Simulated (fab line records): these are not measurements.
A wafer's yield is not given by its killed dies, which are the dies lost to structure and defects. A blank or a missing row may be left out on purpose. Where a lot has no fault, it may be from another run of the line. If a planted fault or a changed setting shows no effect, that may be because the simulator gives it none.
Which tool is to blame? | flow sky130 | 72 wafers from 24 lots sampled at 3 of the route's 708 steps

WHAT THE GAUGES READ, wafer by wafer
SKY_VT_ADJUST_PCH_OVL_MEAS_07.
lot  | measured     | on         | VT_ADJUST_PCH_OVL (nm)
L074 | day 10 06:03 | overlay-02 | -0.7 -0.9 -0.1
L075 | day 10 18:17 | overlay-02 | 0.3 1.3 0.0
L076 | day 11 04:05 | overlay-02 | 1.0 1.6 1.7
L077 | day 11 06:12 | overlay-01 | 2.3 1.8 1.2
L078 | day 11 12:39 | overlay-01 | 1.3 -0.2 0.8
L079 | day 11 22:58 | overlay-01 | -1.2 -0.9 -2.3
L080 | day 12 08:55 | overlay-01 | -0.4 -0.5 -1.0
L081 | day 12 10:22 | overlay-02 | 0.4 1.0 2.6
L082 | day 12 18:34 | overlay-02 | -2.1 -0.4 -1.9
L083 | day 13 01:46 | overlay-01 | -1.3 -1.4 -1.6
L084 | day 13 11:12 | overlay-02 | -0.7 0.1 0.8
L085 | day 13 16:32 | overlay-02 | -2.0 0.9 1.0
L086 | day 13 22:01 | overlay-01 | -1.1 -1.8 -1.0
L087 | day 14 06:29 | overlay-01 | -0.9 0.4 -0.1
L088 | day 14 16:38 | overlay-01 | -0.2 1.0 0.4
L089 | day 14 23:55 | overlay-02 | -0.3 -0.7 0.2
L090 | day 15 07:05 | overlay-02 | 0.2 0.0 1.0
L091 | day 16 01:01 | overlay-02 | -0.8 -1.0 -2.7
L092 | day 16 07:57 | overlay-01 | -2.7 -1.2 -2.2
L093 | day 16 22:02 | overlay-02 | 0.5 0.0 -0.1
L094 | day 17 02:20 | overlay-02 | 1.0 1.2 0.7
L095 | day 17 03:38 | overlay-02 | 1.9 1.4 -0.1
L096 | day 17 09:15 | overlay-02 | -1.0 1.0 -2.1
L097 | day 17 21:05 | overlay-02 | 1.4 0.4 -0.4

SKY_SONOS_ONO_THK_MEAS_01.
lot  | measured     | on            | SONOS_ONO_OXIDATION_THK (nm)
L074 | day 11 09:31 | film-metro-03 | 2.45 2.42 2.43
L075 | day 11 19:26 | film-metro-04 | 2.60 2.57 2.62
L076 | day 12 07:46 | film-metro-04 | 2.56 2.60 2.61
L077 | day 12 10:53 | film-metro-03 | 2.64 2.68 2.55
L078 | day 12 16:23 | film-metro-01 | 2.53 2.67 2.60
L079 | day 13 01:55 | film-metro-04 | 2.56 2.61 2.64
L080 | day 13 12:15 | film-metro-04 | 2.65 2.63 2.75
L081 | day 13 15:28 | film-metro-03 | 2.56 2.58 2.59
L082 | day 13 22:58 | film-metro-01 | 2.64 2.64 2.66
L083 | day 14 07:15 | film-metro-04 | 2.70 2.70 2.69
L084 | day 14 15:19 | film-metro-04 | 2.50 2.51 2.49
L085 | day 14 21:03 | film-metro-03 | 2.53 2.60 2.52
L086 | day 15 02:55 | film-metro-01 | 2.57 2.58 2.62
L087 | day 15 11:56 | film-metro-01 | 2.54 2.58 2.65
L088 | day 15 23:08 | film-metro-03 | 2.63 2.61 2.65
L089 | day 16 06:22 | film-metro-03 | 2.54 2.60 2.65
L090 | day 16 15:15 | film-metro-03 | 2.63 2.53 2.53
L091 | day 17 08:51 | film-metro-03 | 2.66 2.64 2.65
L092 | day 17 15:31 | film-metro-01 | 2.55 2.48 2.58
L093 | day 18 04:48 | film-metro-03 | 2.63 2.67 2.64
L094 | day 18 08:04 | film-metro-03 | 2.62 2.62 2.65
L095 | day 18 11:23 | film-metro-03 | 2.65 2.59 2.55
L096 | day 18 18:05 | film-metro-03 | 2.58 2.61 2.64
L097 | day 19 06:41 | film-metro-01 | 2.56 2.64 2.63

TOOL THAT RAN EACH LOT (tool first, then ch and the chambers of the sampled wafers, then the start)
lot  | SKY_VT_ADJUST_NCORE_STRIP_10
L074 | plasma-asher-04 ch 0,1, day 8 11:20
L075 | plasma-asher-02 ch 1, day 8 23:17
L076 | plasma-asher-01 ch 0, day 9 07:10
L077 | plasma-asher-01 ch 0,1, day 9 08:50
L078 | plasma-asher-02 ch 0,1, day 9 15:09
L079 | plasma-asher-02 ch 0,1, day 10 01:17
L080 | plasma-asher-01 ch 0, day 10 10:08
L081 | plasma-asher-04 ch 0,1, day 10 11:02
L082 | plasma-asher-02 ch 0,1, day 10 18:29
L083 | plasma-asher-04 ch 0,1, day 11 01:26
L084 | plasma-asher-04 ch 0,1, day 11 10:20
L085 | plasma-asher-02 ch 0,1, day 11 15:19
L086 | plasma-asher-02 ch 0,1, day 11 20:14
L087 | plasma-asher-01 ch 0,1, day 12 04:32
L088 | plasma-asher-02 ch 0,1, day 12 13:16
L089 | plasma-asher-01 ch 0, day 12 19:44
L090 | plasma-asher-01 ch 0,1, day 13 02:47
L091 | plasma-asher-04 ch 0,1, day 13 19:40
L092 | plasma-asher-02 ch 0,1, day 14 00:53
L093 | plasma-asher-01 ch 0,1, day 14 14:13
L094 | plasma-asher-02 ch 0,1, day 14 18:48
L095 | plasma-asher-02 ch 0,1, day 14 19:54
L096 | plasma-asher-02 ch 0,1, day 15 01:33
L097 | plasma-asher-01 ch 0,1, day 15 13:56
- SKY_VT_ADJUST_NCORE_STRIP_10: strips in O2/N2.

AS READ BY THE TOOLS THEMSELVES (means over the sampled wafers that have a number; for cases with no such wafer, the mark the record gives instead)
SKY_VT_ADJUST_NCORE_STRIP_10.
lot  | tool            | drypump-motor-current-A (A) | n2-flow-sccm (sccm) | oes-product-au (a.u.) | strip-time-to-endpoint-s (s)
L074 | plasma-asher-04 | 5.96                        | 299.5               | 0.714                 | 14.16
L075 | plasma-asher-02 | 5.73                        | 299.3               | 0.717                 | 14.16
L076 | plasma-asher-01 | 5.53                        | 301.2               | 0.719                 | 14.15
L077 | plasma-asher-01 | 5.45                        | 299.9               | 0.714                 | 14.13
L078 | plasma-asher-02 | 5.48                        | 300.6               | 0.718                 | 14.15
L079 | plasma-asher-02 | 5.61                        | 300.0               | 0.713                 | 14.16
L080 | plasma-asher-01 | 5.53                        | 300.7               | 0.715                 | 14.18
L081 | plasma-asher-04 | 5.94                        | 299.3               | 0.716                 | 14.13
L082 | plasma-asher-02 | 5.62                        | 300.3               | 0.718                 | 14.25
L083 | plasma-asher-04 | 5.85                        | 300.8               | 0.714                 | 14.20
L084 | plasma-asher-04 | 5.85                        | 298.9               | 0.718                 | 14.19
L085 | plasma-asher-02 | 5.49                        | 300.1               | 0.719                 | 14.15
L086 | plasma-asher-02 | 5.61                        | 300.6               | 0.709                 | 14.14
L087 | plasma-asher-01 | 5.48                        | 299.7               | 0.715                 | 14.15
L088 | plasma-asher-02 | 5.48                        | 299.5               | 0.713                 | 14.17
L089 | plasma-asher-01 | 5.54                        | 299.7               | 0.711                 | 14.15
L090 | plasma-asher-01 | 5.53                        | 300.0               | 0.716                 | 14.20
L091 | plasma-asher-04 | 5.83                        | 300.6               | 0.715                 | 14.21
L092 | plasma-asher-02 | 5.47                        | 299.5               | 0.713                 | 14.20
L093 | plasma-asher-01 | 5.44                        | 300.2               | 0.718                 | 14.19
L094 | plasma-asher-02 | 5.49                        | 299.3               | 0.715                 | 14.16
L095 | plasma-asher-02 | 5.48                        | 299.4               | 0.714                 | 14.15
L096 | plasma-asher-02 | 5.46                        | 299.9               | 0.714                 | 14.15
L097 | plasma-asher-01 | 5.49                        | 299.7               | 0.718                 | 14.23

THE ANSWER, worked out from the rows above alone
Rule: the usual values come from the lots themselves. The widest of any qualifying gaps counts: lots, ordered by their means at a reading, are off when they make up no more than a third of the lots, leave a main group of 4 or more, and stand apart from it by 3 or more times the standard deviation of that group's means. A main group whose means are all the same, to the digits that the tables above print for the reading, isn't used. Also off: a lot with no number at a reading for which 4 or more lots have one. Any other lot the step has rows for is counted as sound. Order of review: gauges by route order, followed by the tools' own readings, for which a lot's mean as printed above is used. The first step at which some lot is off is used, and at that step the reading that is off furthest; a lot without a number counts as furthest.
No lot is off on any of the readings shown, so nothing can be concluded from this.

WHAT THE SIMULATOR HAD PUT IN
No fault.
